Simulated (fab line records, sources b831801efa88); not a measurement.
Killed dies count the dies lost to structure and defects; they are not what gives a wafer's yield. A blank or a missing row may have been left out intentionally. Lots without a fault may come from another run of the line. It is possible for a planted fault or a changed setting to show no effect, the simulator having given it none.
One fault seen from 2 desks	flow gf180mcu	what lay behind the numbers comes last; until then each desk has only its own

THE TOOL OWNER'S DESK: pecvd-04
The tool's own readings at GF_PASSIVATION_CVD_00 (deposits SiO2 from TEOS, target thk 1000 nm, time 111.95 s): means of the sampled wafers that have a number, for each lot that ran on this tool. A lot is out of limits, marked OUT, if its mean lies more than 4 standard deviations from the usual mean; the brackets give that distance.
Columns: A = heater-power-w at GF_PASSIVATION_CVD_00, usual 677 W; B = rf-fwd-power-W at GF_PASSIVATION_CVD_00, usual 596.4 W
lot	first seen here	A	B
L810	day 28 09:35	639	597.7
L813	day 29 08:05	667	597.4
L815	day 30 03:20	704	594.9
L818	day 31 02:59	682	596.1
L829	day 33 09:37	671	693.6 (+42) OUT
L830	day 33 16:53	657	691.1 (+41) OUT
This desk finds L829, L830 out of limits, L829 being first, at day 33 09:37 (rf-fwd-power-W at GF_PASSIVATION_CVD_00). L810, L813, L815, L818 stayed within limits.

METROLOGY DESK
Means of the sampled wafers that have a number, per lot and without regard to the tool the lot ran on: this is what the gauges read. A lot is out of limits, marked OUT, if its mean lies more than 4 standard deviations from the usual mean; the brackets give that distance.
Columns: A = V4_W_THK at GF_V4_THK_MEAS_25, usual 364 nm; B = PASSIVATION_CVD_00_THK at GF_PASSIVATION_THK_MEAS_01, usual 992 nm
lot	first seen here	A	B
L810	day 24 18:05	362	1002
L811	day 24 22:27	360	987
L812	day 25 11:29	368	1004
L813	day 25 19:08	367	990
L815	day 26 16:14	368	992
L816	day 27 01:05	361	987
L818	day 27 18:00	367	995
L821	day 28 12:02	368	990
L822	day 28 15:50	359	984
L829	day 30 09:29	361	1031
L830	day 30 15:53	362	1045 (+4.1) OUT
L832	day 31 01:07	358	980
Per this desk, out of limits: L830; the first was L830, day 33 16:58 (PASSIVATION_CVD_00_THK at GF_PASSIVATION_THK_MEAS_01). L810, L811, L812, L813, L815, L816, L818, L821, L822, L829, L832 stayed within limits.

BROUGHT TOGETHER
The tool owner's desk had the chance to raise an alarm at day 33 09:37 on L829, L830.
The metrology desk could have raised an alarm at day 33 16:58, on L830.
The metrology desk has L829 on record, within its limits.
On pecvd-04, each named lot ran GF_PASSIVATION_CVD_00.

WHAT WAS PUT IN BY THE SIMULATOR
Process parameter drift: pecvd-04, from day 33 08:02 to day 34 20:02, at GF_PASSIVATION_CVD_00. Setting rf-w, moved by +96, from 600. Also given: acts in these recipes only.
Shown lots that were struck: L829, L830.
Delay (hours) between the fault's onset and each desk's first out-of-limits reading: 2 at the tool owner's desk, 9 at the metrology desk.
